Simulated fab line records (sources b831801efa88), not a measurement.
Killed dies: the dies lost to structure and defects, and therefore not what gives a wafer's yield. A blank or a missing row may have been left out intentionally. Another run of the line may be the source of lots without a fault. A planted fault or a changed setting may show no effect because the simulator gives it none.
fab line records	flow sky130
record lots=10	wafers=30	lastDay=50
route steps=708 shown METAL2@500 VIA2@522 PASSIVATION@683 PAD_OPEN@708
lots with no fault: from the same line, run without faults
startH: hours from the record's first day to the start of the lot's first wafer shown	waitH: time in hours since the lot's previous step	" same as the row above	L1.1+2: one row covering several wafers at once	- either no value or no given start	* or withheld: withheld	< > ~ a bound
route shown NAME@n: names a module that has steps shown in the file, with the first one's number in the route	usual: the fault-free wafers' mean and standard deviation	same: alike in all rows	chamber/n: place in a boat	sites: per-site readings	_std_site: their standard deviation	_edge_site: outer sites' mean less inner sites'	radiusMm: how far each site lies from the wafer's centre	mask NAME#n: copy n	behind: tool/chamber where the wafer was last shaped	hold: reason for holding the lot/hours on hold/outcome of the hold	device: the transistor (n, p or np) that didn't switch	end of line: the tests these same wafers got at the end of their route	a step given without rows: its recipe and nothing more	killed: not the wafer's yield, but the dies lost to structure and defects at the first sort	map: per-die view of a wafer (x killed, . not killed, _ where there is no die)
set.NAME: setting as actually run; set.NAME@STEP: the setting as run at that earlier step	model.NAME: the simulator's own value behind a step, which no gauge read
steps of the route over a sample of lots; a table a step, a row a wafer
services: the hour from which a tool's chamber was out of use, counted from the record's first day as startH (under 0 if before that day), plus the number of hours and why
## steps
# step SKY_METAL2_DESCUM_17
# recipe chemistry=O2	sourcePowerW=150	biasPowerW=0	pressureMtorr=10	tempC=40	timeS=8
# usual drypumpMotorCurrentA=6.0/0.34	oesProductAu=0.995/0.0079
lot.wafer	tool	chamber	startH	waitH	drypumpMotorCurrentA	oesProductAu	rfHoursCounterH
L953.1	rieMetal-04	1	857.12	0.0	5.6	1.002	6
L953.2	"	0	"	"	5.3	0.995	10
L953.6	"	0	"	"	5.3	0.991	-
L954.1	rieMetal-01	0	857.93	0.0	5.9	1.003	14
L954.5	"	1	"	"	6.3	0.979	-
L954.6	"	0	"	"	6.0	0.995	-
L956.1	rieMetal-01	1	869.57	0.0	6.3	0.974	10
L956.3	"	1	"	"	6.3	0.985	-
L956.6	"	1	"	"	6.3	0.981	-
L958.3	rieMetal-04	1	883.79	0.0	5.6	1.002	-
L958.5	"	0	"	"	5.3	1.005	-
L958.6	"	1	"	"	5.6	0.996	-
L963.2	rieMetal-04	1	915.97	0.0	5.6	0.990	9
L963.4	"	0	"	"	5.4	0.989	-
L963.6	"	1	"	"	5.6	0.999	-
L960.1	rieMetal-01	1	921.12	0.0	6.3	0.982	12
L960.2	"	1	"	"	6.3	0.989	-
L960.5	"	1	"	"	6.3	0.983	-
L964.1	rieMetal-02	1	934.77	0.0	6.1	0.996	9
L964.2	"	0	"	"	6.2	0.997	8
L964.6	"	0	"	"	6.2	0.985	-
L970.1	rieMetal-04	1	973.52	0.0	5.6	0.992	12
L970.2	"	0	"	"	5.3	0.992	15
L970.5	"	1	"	"	5.6	0.990	-
L971.3	rieMetal-01	1	981.13	0.0	6.3	0.985	-
L971.5	"	0	"	"	5.9	1.001	-
L971.6	"	1	"	"	6.3	0.994	-
L972.2	rieMetal-02	1	983.42	0.0	6.1	1.001	12
L972.4	"	0	"	"	6.2	0.991	-
L972.5	"	0	"	"	6.1	0.994	-
# step SKY_VIA2_ETCH_15
# recipe target=SiO2	chemistry=C4F8/O2/Ar	targetDepthNm=546	stopOn=TiN	maskMaterial=KrF-thick	sourceW=1500	biasW=1200	pressureMtorr=40	c4f8FlowSccm=withheld	O2_flow_sccm=6	Ar_flow_sccm=300	timeS=84
# usual oesProductAu=0.939/0.0054
lot.wafer	tool	chamber	startH	waitH	oesProductAu	rfHoursCounterH
L953.1	rieDiel-03	3	884.61	0.0	0.932	23
L953.2	"	1	"	"	0.939	30
L953.6	"	1	"	"	0.951	-
L954.1	rieDiel-02	1	885.71	0.0	0.938	5
L954.5	"	2	"	"	0.945	-
L954.6	"	3	"	"	0.944	-
L956.1	rieDiel-03	2	897.36	0.0	0.940	12
L956.3	"	1	"	"	0.941	31
L956.6	"	2	"	"	0.942	-
L958.3	rieDiel-03	3	910.07	0.1	0.944	-
L958.5	"	2	"	"	0.939	-
L958.6	"	3	"	"	0.938	-
L963.2	rieDiel-02	3	942.51	0.0	0.943	6
L963.4	"	1	"	"	0.938	6
L963.6	"	1	"	"	0.937	-
L960.1	rieDiel-03	3	947.26	0.0	0.941	26
L960.2	"	2	"	"	0.943	13
L960.5	"	2	"	"	0.943	-
L964.1	rieDiel-03	0	959.66	0.0	0.946	1
L964.2	"	2	"	"	0.937	14
L964.6	"	3	"	"	0.933	-
L970.1	rieDiel-03	3	998.61	0.0	0.933	27
L970.2	"	0	"	"	0.938	2
L970.5	"	2	"	"	0.942	-
L971.3	rieDiel-02	2	1006.31	0.0	0.933	11
L971.5	"	3	"	"	0.935	-
L971.6	"	0	"	"	0.935	-
L972.2	rieDiel-02	3	1008.51	0.0	0.940	8
L972.4	"	0	"	"	0.932	4
L972.5	"	3	"	"	0.945	-
# step SKY_VIA2_THK_MEAS_23
# recipe thkMeasGauge=xrf	reads=W_of_VIA2_CVD_21
# usual VIA2_W_THK=430/6.5
lot.wafer	tool	chamber	startH	waitH	VIA2_W_THK[nm]
L953.1	filmMetro-01	-	885.62	0.1	433
L953.2	"	-	"	"	434
L953.6	"	-	"	"	427
L954.1	filmMetro-01	-	886.72	0.1	436
L954.5	"	-	"	"	438
L954.6	"	-	"	"	430
L956.1	filmMetro-04	-	898.41	0.1	427
L956.3	"	-	"	"	426
L956.6	"	-	"	"	421
L958.3	filmMetro-01	-	911.06	0.1	435
L958.5	"	-	"	"	433
L958.6	"	-	"	"	434
L963.2	filmMetro-01	-	943.59	0.1	425
L963.4	"	-	"	"	433
L963.6	"	-	"	"	434
L960.1	filmMetro-03	-	948.41	0.1	420
L960.2	"	-	"	"	428
L960.5	"	-	"	"	427
L964.1	filmMetro-01	-	960.62	0.1	435
L964.2	"	-	"	"	431
L964.6	"	-	"	"	432
L970.1	filmMetro-04	-	999.64	0.1	439
L970.2	"	-	"	"	432
L970.5	"	-	"	"	432
L971.3	filmMetro-04	-	1007.40	0.1	443
L971.5	"	-	"	"	443
L971.6	"	-	"	"	446
L972.2	filmMetro-03	-	1009.92	0.1	423
L972.4	"	-	"	"	427
L972.5	"	-	"	"	429
# step SKY_PASSIVATION_CVD_02
# recipe material=Si3N4	targetThkNm=540	tempC=400	timeS=withheld	rfW=450
# usual heaterPowerOuterW=431/53	heaterPowerW=736/86
lot.wafer	tool	chamber	startH	waitH	heaterPowerOuterW	heaterPowerW
L953.1	pecvd-01	0	1058.90	0.1	365	640
L953.2	"	1	"	"	350	649
L953.6	"	2	"	"	434	700
L954.1	pecvd-04	0	1059.99	0.1	347	567
L954.5	"	1	"	"	408	755
L954.6	"	0	"	"	362	595
L956.1	pecvd-02	0	1071.59	0.1	355	661
L956.3	"	1	"	"	459	733
L956.6	"	1	"	"	488	769
L958.3	pecvd-04	0	1082.48	0.0	396	626
L958.5	"	0	"	"	409	652
L958.6	"	2	"	"	489	872
L963.2	pecvd-04	2	1109.12	0.0	467	822
L963.4	"	2	"	"	483	834
L963.6	"	0	"	"	404	652
L960.1	pecvd-04	1	1111.71	0.1	425	785
L960.2	"	0	"	"	387	624
L960.5	"	2	"	"	529	918
L964.1	pecvd-01	2	1123.18	0.1	370	599
L964.2	"	0	"	"	440	757
L964.6	"	2	"	"	424	698
L970.1	pecvd-02	2	1153.45	0.1	421	668
L970.2	"	1	"	"	496	804
L970.5	"	2	"	"	435	706
L971.3	pecvd-02	1	1160.87	0.0	457	743
L971.5	"	0	"	"	303	610
L971.6	"	1	"	"	481	777
L972.2	pecvd-01	0	1162.63	0.0	453	742
L972.4	"	2	"	"	449	728
L972.5	"	1	"	"	436	785
# step SKY_PASSIVATION_THK_MEAS_03
# recipe reads=Si3N4_of_PASSIVATION_CVD_02
# usual PASSIVATION_CVD_02_THK=540/6.4
lot.wafer	tool	chamber	startH	waitH	hold	PASSIVATION_CVD_02_THK[nm]
L953.1	filmMetro-03	-	1059.12	-	-	538
L953.2	"	-	"	"	-	536
L953.6	"	-	"	"	-	548
L954.1	filmMetro-02	-	1060.22	-	-	536
L954.5	"	-	"	"	-	544
L954.6	"	-	"	"	-	544
L956.1	filmMetro-04	-	1071.82	-	-	538
L956.3	"	-	"	"	-	537
L956.6	"	-	"	"	-	541
L958.3	filmMetro-04	-	1082.73	-	-	537
L958.5	"	-	"	"	-	546
L958.6	"	-	"	"	-	542
L963.2	filmMetro-03	-	1109.36	-	awaitDispo/0.2h/release	540
L963.4	"	-	"	"	awaitDispo/0.2h/release	555
L963.6	"	-	"	"	awaitDispo/0.2h/release	598
L963.2	filmMetro-03	-	1109.58	0.2	-	539
L963.4	"	-	"	"	-	555
L963.6	"	-	"	"	-	598
L960.1	filmMetro-04	-	1111.93	-	awaitDispo/0.2h/release	539
L960.2	"	-	"	"	awaitDispo/0.2h/release	576
L960.5	"	-	"	"	awaitDispo/0.2h/release	540
L960.1	filmMetro-04	-	1112.16	0.2	-	539
L960.2	"	-	"	"	-	575
L960.5	"	-	"	"	-	540
L964.1	filmMetro-02	-	1123.51	-	-	528
L964.2	"	-	"	"	-	530
L964.6	"	-	"	"	-	544
L970.1	filmMetro-02	-	1153.68	-	-	525
L970.2	"	-	"	"	-	533
L970.5	"	-	"	"	-	541
L971.3	filmMetro-03	-	1161.12	-	-	535
L971.5	"	-	"	"	-	542
L971.6	"	-	"	"	-	544
L972.2	filmMetro-04	-	1162.87	-	-	539
L972.4	"	-	"	"	-	545
L972.5	"	-	"	"	-	542
# step SKY_PASSIVATION_ETCH_11
# recipe chemistry=CF4/O2	targetDepthNm=725	stopOn=AlCu	sourceW=800	biasW=150	pressureMtorr=150	cf4FlowSccm=80	O2_flow_sccm=10	timeS=161.1
# usual O2_flow_sccm=10.00/0.03	drypumpMotorCurrentA=5.8/0.42	oesProductAu=0.977/0.006	throttleValvePct=5.963/0.0083
lot.wafer	tool	chamber	startH	waitH	O2_flow_sccm	drypumpMotorCurrentA	oesProductAu	rfHoursCounterH	throttleValvePct
L953.1	rieDiel-02	2	1080.57	-	10.01	6.1	0.984	14	5.970
L953.2	"	0	"	"	10.03	5.2	0.973	6	5.976
L953.6	"	2	"	"	9.96	6.2	0.989	-	5.982
L954.1	rieDiel-04	2	1082.42	-	10.02	5.5	0.966	21	5.968
L954.5	"	2	"	"	10.01	5.5	0.976	-	5.974
L954.6	"	3	"	"	10.01	6.3	0.979	-	5.974
L956.1	rieDiel-02	0	1092.31	-	10.02	5.2	0.976	7	5.947
L956.3	"	2	"	"	10.01	6.2	0.969	14	5.961
L956.6	"	3	"	"	10.01	5.9	0.982	-	5.970
L958.3	rieDiel-02	2	1103.06	-	9.97	6.2	0.977	15	5.968
L958.5	"	2	"	"	9.99	6.2	0.985	-	5.958
L958.6	"	1	"	"	10.00	5.8	0.976	-	5.967
L963.2	rieDiel-02	2	1128.12	-	10.02	6.2	0.976	15	5.965
L963.4	"	3	"	"	10.03	6.0	0.992	12	5.967
L963.6	"	3	"	"	10.01	6.0	0.994	-	5.970
L960.1	rieDiel-01	2	1131.72	-	9.99	6.8	0.982	18	5.955
L960.2	"	1	"	"	9.97	5.5	0.997	24	5.970
L960.5	"	1	"	"	9.97	5.5	0.975	-	5.951
L964.1	rieDiel-04	1	1142.21	-	10.02	5.5	0.966	12	5.953
L964.2	"	3	"	"	9.97	6.3	0.968	21	5.960
L964.6	"	2	"	"	9.97	5.5	0.975	-	5.948
L970.1	rieDiel-01	2	1170.62	-	10.05	6.7	0.971	20	5.953
L970.2	"	1	"	"	10.00	5.5	0.972	26	5.962
L970.5	"	1	"	"	10.01	5.5	0.977	-	5.970
L971.3	rieDiel-01	3	1178.07	-	10.02	5.5	0.974	22	5.970
L971.5	"	0	"	"	10.05	5.5	0.982	-	5.951
L971.6	"	1	"	"	9.99	5.5	0.976	-	5.955
L972.2	rieDiel-02	0	1179.57	-	9.97	5.2	0.972	9	5.964
L972.4	"	3	"	"	9.95	5.9	0.982	13	5.960
L972.5	"	0	"	"	9.96	5.2	0.969	-	5.961
# step SKY_PAD_OPEN_PROBE_99
# usual defectLimitedYield=82.4/2.1	killed_at_M0_to_M3=44/7.3	killed_at_M4_up=3.0/1.9	killedAtContacts=24/5	killedAtFrontEnd=16/4.5	killedAtOther=0.3/0.46	killedDies=87/10	killedOnRim=17/3.5	killedOpen=47/8.3	killedShort=39/6.4	sort_bin_3_pad_short=0.8/0.43	sort_bin_5_function=10.5/1.6	sort_bin_6_memory=6.3/1.1	sortNPass=405/10	sortYieldPct=82.4/2.1
# same grossDies=492	killedAtBackSide=0	sort_bin_4_leakage[%]=0	sort_bin_8_speed[%]=0
lot.wafer	tool	chamber	startH	waitH	defectLimitedYield[%]	killed_at_M0_to_M3	killed_at_M4_up	killedAtContacts	killedAtFrontEnd	killedAtOther	killedDies	killedOnRim	killedOpen	killedShort	sort_bin_3_pad_short[%]	sort_bin_5_function[%]	sort_bin_6_memory[%]	sortNPass	sortYieldPct[%]
L953.1	prober-01	-	1102.73	0.1	79.1	57	1	31	14	0	103	21	64	39	1.2	11.4	8.3	389	79.1
L953.2	prober-01	-	1102.78	0.1	83.7	43	1	22	14	0	80	17	44	36	0.4	9.8	6.1	412	83.7
L953.6	prober-01	-	1102.98	0.2	81.5	55	1	24	10	1	91	19	54	37	0.4	10.4	7.7	401	81.5
L960.1	prober-02	-	1151.84	0.1	77.2	59	3	31	19	0	112	20	63	49	0.2	13.8	8.7	380	77.2
L960.2	prober-02	-	1151.89	0.1	81.7	39	4	27	19	1	90	14	47	43	1.0	10.6	6.7	402	81.7
L960.5	prober-02	-	1152.04	0.2	81.7	54	0	21	14	1	90	17	48	42	0.8	10.2	7.3	402	81.7
L964.1	prober-02	-	1162.75	0.1	77.2	51	4	25	32	0	112	23	68	44	1.6	14.4	6.7	380	77.2
L964.2	prober-02	-	1162.80	0.1	79.1	49	1	32	21	0	103	17	51	52	1.6	12.8	6.5	389	79.1
L964.6	prober-02	-	1163.00	0.2	81.3	58	5	19	10	0	92	17	46	46	1.6	10.0	7.1	400	81.3
L970.1	prober-02	-	1189.19	0.1	83.7	45	4	23	8	0	80	16	40	40	1.6	8.9	5.7	412	83.7
L970.2	prober-02	-	1189.24	0.1	83.3	38	7	20	16	1	82	14	47	35	1.0	10.0	5.7	410	83.3
L970.5	prober-02	-	1189.39	0.2	84.8	42	6	18	9	0	75	18	33	42	0.6	6.9	7.7	417	84.8
# killed by level:class
L953.1 CONTACT:geometricParticle:open=11 VIA1:geometricParticle:open=11 VIA3:geometricParticle:open=11 VIA2:geometricParticle:open=9 METAL1:geometricParticle:short=8 LI_CONTACT:geometricParticle:open=8 CONTACT:geometricParticle:short=7 METAL2:geometricParticle:short=5
L953.2 VIA1:geometricParticle:open=11 CONTACT:geometricParticle:open=10 VIA1:geometricParticle:short=6 VIA2:geometricParticle:open=6 LI_CONTACT:geometricParticle:open=5 VIA3:geometricParticle:open=5 METAL3:geometricParticle:short=4 FIELD_ISO:geometricParticle:short=3
L953.6 VIA1:geometricParticle:open=12 VIA3:geometricParticle:open=10 CONTACT:geometricParticle:open=10 LI_CONTACT:geometricParticle:open=6 VIA2:geometricParticle:open=6 METAL1:geometricParticle:short=6 VIA1:geometricParticle:short=6 POLY_GATE:geometricParticle:short=4
L960.1 CONTACT:geometricParticle:open=16 VIA1:geometricParticle:open=14 VIA2:geometricParticle:open=11 METAL1:geometricParticle:short=8 VIA1:geometricParticle:short=6 METAL2:geometricParticle:short=6 VIA2:geometricParticle:short=6 LI_CONTACT:geometricParticle:open=5
L960.2 CONTACT:geometricParticle:open=9 METAL2:geometricParticle:short=9 LI_CONTACT:geometricParticle:open=8 VIA1:geometricParticle:open=8 POLY_GATE:geometricParticle:short=6 VIA3:geometricParticle:open=5 METAL1:geometricParticle:short=5 LOCAL_INTERCONNECT:geometricParticle:short=4
L960.5 VIA1:geometricParticle:open=10 VIA3:geometricParticle:open=9 VIA2:geometricParticle:open=9 METAL2:geometricParticle:short=6 CONTACT:geometricParticle:short=5 CONTACT:geometricParticle:open=5 VIA1:geometricParticle:short=5 LI_CONTACT:geometricParticle:open=4
L964.1 VIA1:geometricParticle:open=17 LI_CONTACT:geometricParticle:open=11 FIELD_ISO:geometricParticle:short=10 VIA3:geometricParticle:open=10 FIELD_ISO:geometricParticle:open=8 CONTACT:geometricParticle:open=8 VIA1:geometricParticle:short=6 METAL1:geometricParticle:short=6
L964.2 VIA1:geometricParticle:open=11 CONTACT:geometricParticle:open=10 LOCAL_INTERCONNECT:geometricParticle:short=9 METAL1:geometricParticle:short=8 POLY_GATE:geometricParticle:open=7 METAL2:geometricParticle:short=7 LI_CONTACT:geometricParticle:open=5 VIA3:geometricParticle:short=5
L964.6 LI_CONTACT:geometricParticle:open=9 METAL1:geometricParticle:short=9 VIA1:geometricParticle:open=9 VIA3:geometricParticle:open=9 METAL2:geometricParticle:short=7 VIA1:geometricParticle:short=7 VIA2:geometricParticle:open=6 CONTACT:geometricParticle:open=4
L970.1 METAL2:geometricParticle:short=9 VIA3:geometricParticle:open=9 VIA1:geometricParticle:open=8 CONTACT:geometricParticle:open=7 METAL1:geometricParticle:short=6 LI_CONTACT:geometricParticle:open=5 FIELD_ISO:geometricParticle:open=4 LOCAL_INTERCONNECT:geometricParticle:short=4
L970.2 CONTACT:geometricParticle:open=11 VIA2:geometricParticle:open=9 FIELD_ISO:geometricParticle:open=7 VIA1:geometricParticle:open=6 METAL4:geometricParticle:short=6 FIELD_ISO:geometricParticle:short=4 METAL1:geometricParticle:short=4 METAL2:geometricParticle:short=4
L970.5 CONTACT:geometricParticle:open=10 VIA1:geometricParticle:open=8 METAL1:geometricParticle:short=6 METAL2:geometricParticle:short=6 POLY_GATE:geometricParticle:short=5 METAL4:geometricParticle:short=5 CONTACT:geometricParticle:short=4 VIA1:geometricParticle:short=4
## services
tool	chamber	startH	hours	kind
rieDiel-03	0	840.05	70.6	repair
rieMetal-01	-	905.46	13.4	repair
rieDiel-03	1	908.97	5.3	repair
pecvd-04	-	913.31	6.0	pm
rieMetal-04	0	963.45	5.2	repair
rieDiel-02	-	974.44	0.8	repair
rieDiel-03	2	979.07	6.8	repair
pecvd-04	-	980.84	0.4	repair
rieMetal-04	0	1001.77	20.9	repair
rieDiel-03	-	1008.41	0.1	repair
pecvd-04	1	1016.92	2.2	repair
rieDiel-03	3	1023.03	9.2	repair
rieDiel-02	-	1024.31	2.8	pm
rieDiel-02	3	1027.67	6.4	repair
rieMetal-04	-	1041.95	0.6	repair
rieMetal-04	-	1051.56	2.8	pm
pecvd-04	-	1064.46	1.4	repair
rieDiel-02	1	1066.55	4.2	repair
pecvd-04	-	1066.65	5.5	pm
rieDiel-02	2	1070.16	1.7	repair
rieDiel-03	3	1078.97	5.9	repair
rieMetal-01	-	1091.85	0.4	repair
rieMetal-04	-	1112.43	0.7	repair
rieDiel-03	3	1172.66	7.7	repair
## key
firstSign step=SKY_PASSIVATION_THK_MEAS_03	reading=visit	direction=added
effect step=SKY_PASSIVATION_THK_MEAS_03	reading=PASSIVATION_CVD_02_THK	direction=up	sigmas=7.4	usual=540	struck=587
effect step=SKY_PASSIVATION_ETCH_11	reading=oesProductAu	direction=up	sigmas=3	usual=0.977	struck=0.995
metAt SKY_PASSIVATION_CVD_02
struckLots L960,L963
struckWafers L960.2,L963.6
notActingAt SKY_METAL2_DESCUM_17,SKY_VIA2_ETCH_15,SKY_VIA2_THK_MEAS_23
onsetBetween 1082.48 1109.12
fault kind=processParameterDrift	tool=pecvd-04	chamber=0	onsetH=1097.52	steps=SKY_PASSIVATION_CVD_02	channel=timeS	offset=withheld	shape=step	endH=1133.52	actsIn=*
